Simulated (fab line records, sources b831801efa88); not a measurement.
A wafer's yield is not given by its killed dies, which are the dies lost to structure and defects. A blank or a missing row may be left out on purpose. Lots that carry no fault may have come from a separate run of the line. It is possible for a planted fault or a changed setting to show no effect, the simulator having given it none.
Comparing a struck lot with a sound one + flow sky130 + 15 out of 708 route steps
Sound: wafers L884.2, L884.3, L884.5. Wafers L898.3, L898.5, L898.6 were the ones struck. Last of all comes the cause.
At each step with rows: each side's tool, then ch and its chambers, then its first start. Under that, the readings that differ: sound wafers + struck wafers + difference of the means + sigmas: that difference in standard deviations of wafers without a fault.
alike: readings whose means differ by less than 2 such deviations, and words and numbers that are the same on both sides. not compared: withheld readings, readings that some wafer has no value for, bounds like >300 that may hide the same value, and numbers for which the record gives no deviation and whose values overlap.
A row with sigmas, a row that says differs or no value, or rows on one side alone: a step with any of these is where the two part. Numbers that have no deviation but don't overlap get no sigmas and don't part them. A reading missing from all wafers of one side parts the sides only when that side holds two or more wafers.

SKY_SONOS_ONO_CD_MEAS_13: the cd target is 410 nm.
  sound on cd_sem-01, day 13 04:38; struck on cd_sem-01, day 17 22:30
  alike: cd_nm
SKY_SONOS_ONO_OVL_MEAS_14:
  sound on overlay-02, day 13 04:44; struck on overlay-01, day 17 22:35
| reading            | sound          | struck      | difference | sigmas |
|--------------------|----------------|-------------|------------|--------|
| SONOS_ONO_OVL (nm) | -2.6 -0.2 -2.2 | 2.0 1.6 0.5 | +3.0       | +3     |
SKY_SONOS_ONO_ETCH_15: etches the open film in CHF3/O2, target depth 19.52 nm, time 7.8 s.
  sound on rie_diel-02 ch 0,1,3, day 13 04:46; struck on rie_diel-03 ch 0,1,2, day 17 22:37
  alike: O2_flow_sccm, drypump_motor_current_A, oes_product_au, throttle_valve_pct
  not compared: rf_hours_counter_h
then, 1 step without rows for these wafers: SKY_SONOS_ONO_WET_ETCH_16 (etches SiO2 in dHF, target depth 14 nm, time 280 s).
SKY_SONOS_ONO_STRIP_17: strips in O2/N2.
  sound on plasma_asher-03 ch 0, day 13 04:52; struck on plasma_asher-03 ch 0,1, day 17 22:46
  alike: drypump_motor_current_A, oes_product_au, strip_time_to_endpoint_s
  not compared: rf_hours_counter_h
then, 3 steps without rows for these wafers: SKY_SONOS_ONO_WET_ETCH_18 (etches Si3N4 in H3PO4, target depth 15 nm, time 172 s); SKY_GATE_OXIDE_CLEAN_00 (cleans in SC1/SC2, time 150 s); SKY_GATE_OXIDE_OXIDATION_01 (stabilise 600 s, purge 300 s, target thk 10.268 nm).
SKY_GATE_OXIDE_THK_MEAS_02:
  sound on film_metro-04, day 13 06:30; struck on film_metro-01, day 18 00:55
  alike: GATE_OXIDE_OXIDATION_00_THK
then, 3 steps without rows for these wafers: SKY_GATE_OXIDE_DEHYDRATE_03 (time 60 s); SKY_GATE_OXIDE_HMDS_04 (prime time 60 s); SKY_GATE_OXIDE_COAT_05 (resist thk 1140 nm).
SKY_GATE_OXIDE_SOFTBAKE_06: time 60 s.
  sound on litho_track-03 ch 0, day 13 19:04; struck on litho_track-04 ch 0, day 18 16:01
| reading                  | sound             | struck            | difference | sigmas |
|--------------------------|-------------------|-------------------|------------|--------|
| heater_power_total_W (W) | 56.61 56.53 56.63 | 58.18 58.26 58.24 | +1.64      | +33    |
| plate_temp_C (C)         | 90.03 89.91 90.08 | 92.16 91.82 91.76 | +1.91      | +15    |
  alike: exhaust_pa
then, 2 steps without rows for these wafers: SKY_GATE_OXIDE_EXPOSE_07 (exposes mask LVOM, target cd 600 nm); SKY_PAD_OPEN_PROBE_99.

WHERE THEY PART
At SKY_SONOS_ONO_OVL_MEAS_14 first; at SKY_GATE_OXIDE_SOFTBAKE_06 last (within this record only).

WHY: what the simulator had put in
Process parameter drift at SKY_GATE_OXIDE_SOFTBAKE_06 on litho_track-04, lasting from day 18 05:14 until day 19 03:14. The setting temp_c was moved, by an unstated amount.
